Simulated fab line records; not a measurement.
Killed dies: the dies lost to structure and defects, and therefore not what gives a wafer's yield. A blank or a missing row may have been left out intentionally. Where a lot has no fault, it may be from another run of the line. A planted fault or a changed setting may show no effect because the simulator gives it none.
Comparing a struck lot with a sound one + flow sky130 + 26 steps out of a route of 708
Sound: these wafers, L581.1, L581.4, L581.5. Wafers struck: L572.2, L572.3, L572.4. At the end, the cause is stated.
Per side, at each step with rows, come the tool, then ch with its chambers, and then its first start. Under that, the readings that differ: sound wafers + struck wafers + difference of the means + sigmas: that difference in standard deviations of wafers without a fault.
alike: readings whose means differ by less than 2 such deviations, and words and numbers that are the same on both sides. not compared: withheld readings, readings that some wafer has no value for, bounds like >300 that may hide the same value, and numbers for which the record gives no deviation and whose values overlap.
Wherever a step has rows on one side only, a row that says differs or no value, or a row with sigmas, the two part there. Numbers that have no deviation but don't overlap get no sigmas and don't part them. A reading that every wafer of one side lacks parts them only if that side has two wafers or more.

first, 1 step without rows for these wafers: SKY_VT_ADJUST_HVTP_IMPLANT_09.
SKY_VT_ADJUST_HVTP_STRIP_10: strips in O2/N2.
  sound on plasma asher-02 ch 1, day 10 02:11; struck on plasma asher-03 ch 0,1, day 7 17:35
  alike: chamber pressure mTorr, drypump motor current A, oes product au, strip time to endpoint s
  not compared: rf hours counter h
SKY_VT_ADJUST_HVTP_TW_MEAS_11:
  sound on film metro-03 at day 10 02:17; struck on film metro-03 at day 7 17:42
  alike: VT_ADJUST_HVTP_TW
then, 7 steps without rows for these wafers: SKY_VT_ADJUST_LVTN_DEHYDRATE_00 (time 60 s); SKY_VT_ADJUST_LVTN_HMDS_01 (prime time 60 s); SKY_VT_ADJUST_LVTN_COAT_02 (resist thk 3000 nm); SKY_VT_ADJUST_LVTN_SOFTBAKE_03; SKY_VT_ADJUST_LVTN_EXPOSE_04 (exposes mask NWM COMPLEMENT LESS NATIVE, target cd 840 nm); SKY_VT_ADJUST_LVTN_PEB_05; SKY_VT_ADJUST_LVTN_DEVELOP_06 (develop time 60 s).
SKY_VT_ADJUST_LVTN_OVL_MEAS_07:
  sound on overlay-02 at day 11 00:40; struck on overlay-01 at day 8 13:38
  alike: VT_ADJUST_LVTN_OVL
then, 1 step without rows for these wafers: SKY_VT_ADJUST_LVTN_IMPLANT_08.
SKY_VT_ADJUST_LVTN_STRIP_09: strips in O2/N2.
  sound on plasma asher-01 ch 1, day 11 00:51; struck on plasma asher-01 ch 0,1, day 8 13:49
  no value came back on the struck wafers for any of 5 readings (chamber pressure mTorr (mTorr), drypump motor current A (A) and others); on the sound wafers chamber pressure mTorr (mTorr) reads 1500.0 1501.4 1499.7
| reading                                          | sound | struck         | difference | sigmas |
|--------------------------------------------------|-------|----------------|------------|--------|
| model.coat_of_VT_ADJUST_LVTN_COAT_02.thk nm (nm) | 0 0 0 | 2987 2992 2981 | +2987      |        |
  not compared: rf hours counter h
SKY_VT_ADJUST_LVTN_TW_MEAS_10:
  sound on film metro-01 at day 11 00:57; struck on film metro-01 at day 8 13:56
  alike: VT_ADJUST_LVTN_TW
then, 7 steps without rows for these wafers: SKY_VT_ADJUST_LVTN_DEHYDRATE_11 (time 60 s); SKY_VT_ADJUST_LVTN_HMDS_12 (prime time 60 s); SKY_VT_ADJUST_LVTN_COAT_13 (resist thk 1140 nm); SKY_VT_ADJUST_LVTN_SOFTBAKE_14 (time 60 s); SKY_VT_ADJUST_LVTN_EXPOSE_15 (exposes mask HVN STD DERIVED, target cd 600 nm); SKY_VT_ADJUST_LVTN_PEB_16; SKY_VT_ADJUST_LVTN_DEVELOP_17 (develop time 60 s).
SKY_VT_ADJUST_LVTN_OVL_MEAS_18:
  sound on overlay-02 at day 12 01:17; struck on overlay-02 at day 9 10:56
  alike: VT_ADJUST_LVTN_01_OVL
then, 1 step without rows for these wafers: SKY_VT_ADJUST_LVTN_IMPLANT_19.
SKY_VT_ADJUST_LVTN_STRIP_20: strips in O2/N2.
  sound on plasma asher-01 ch 0,1, day 12 01:28; struck on plasma asher-04 ch 0,1, day 9 11:07
| reading                      | sound             | struck            | difference | sigmas      |
|------------------------------|-------------------|-------------------|------------|-------------|
| oes product au (a.u.)        | 0.719 0.718 0.713 | 0.732 0.729 0.728 | +0.013     | +3          |
| strip time to endpoint s (s) | 14.23 14.15 14.21 | 58.52 58.59 58.43 | +44.32     | +99 or more |
  alike: chamber pressure mTorr, drypump motor current A
  not compared: rf hours counter h
SKY_VT_ADJUST_LVTN_TW_MEAS_21:
  sound on film metro-04 at day 12 01:34; struck on film metro-01 at day 9 11:14
| reading             | sound             | struck         | difference | sigmas |
|---------------------|-------------------|----------------|------------|--------|
| VT_ADJUST_LVTN_2_TW | 190.2 189.5 189.8 | 29.7 29.7 29.7 | -160.1     | -76    |
then, 1 step without rows for these wafers: SKY_VT_ADJUST_NCORE_DEHYDRATE_00 (time 60 s).

== WHERE THEY PART ==
First at SKY_VT_ADJUST_LVTN_STRIP_09; last, within this record, at SKY_VT_ADJUST_LVTN_TW_MEAS_21.

WHY: what had been put in by the simulator
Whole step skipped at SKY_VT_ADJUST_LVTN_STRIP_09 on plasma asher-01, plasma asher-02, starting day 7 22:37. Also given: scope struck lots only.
